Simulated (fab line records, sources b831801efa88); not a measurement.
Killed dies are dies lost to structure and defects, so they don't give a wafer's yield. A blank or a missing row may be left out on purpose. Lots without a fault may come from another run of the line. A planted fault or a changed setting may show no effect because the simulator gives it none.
Chamber matching | flow gf180mcu | GF_SAB_ETCH_11 on rie_diel-01: 4 sister chambers
The step etches SiO2 in C4F8/O2/Ar, target depth 55 nm, time 8.5 s. 4 wafers are shown with their chamber, then 7 later ones without.

WAFERS WITH THEIR CHAMBER
wafer  | chamber | oes_product_au (a.u.)
L991.5 | 0       | 1.005
L992.1 | 1       | 1.002
L997.3 | 3       | 1.019
L997.5 | 2       | 0.989

WAFERS WITHOUT THEIR CHAMBER
wafer  | oes_product_au (a.u.)
L997.6 | 1.003
L107.2 | 1.015
L107.4 | 1.008
L107.5 | 0.997
L108.3 | 0.997
L108.4 | 1.011
L108.6 | 1.014

WHICH CHAMBER EACH WENT THROUGH
wafer  | from the rows above          | in truth
L997.6 | can't be placed: 1 or 0      | 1
L107.2 | can't be placed: 3 or 0      | 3
L107.4 | can't be placed: 0 or 1 or 3 | 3
L107.5 | can't be placed: 1 or 0 or 2 | 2
L108.3 | can't be placed: 1 or 0 or 2 | 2
L108.4 | can't be placed: 0 or 3 or 1 | 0
L108.6 | can't be placed: 3 or 0 or 1 | 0
Placed correctly: 0 of 7. Can't be placed from these rows: 7 (the true chamber is among the candidates in 7). Placed wrongly: 0.
How it was worked out, from the rows above alone: a wafer's distance from a chamber is the root of the sum, over the readings, of the square of ((its reading less the chamber's mean) divided by the reading's scatter). The wafer belongs to the nearest chamber; if the next one is less than 2 further off, it can't be placed. A chamber's mean is the mean of its shown wafers. The scatter: with one shown wafer a chamber, the root of the mean of the squares of how far each hidden wafer lies from its nearest shown one.
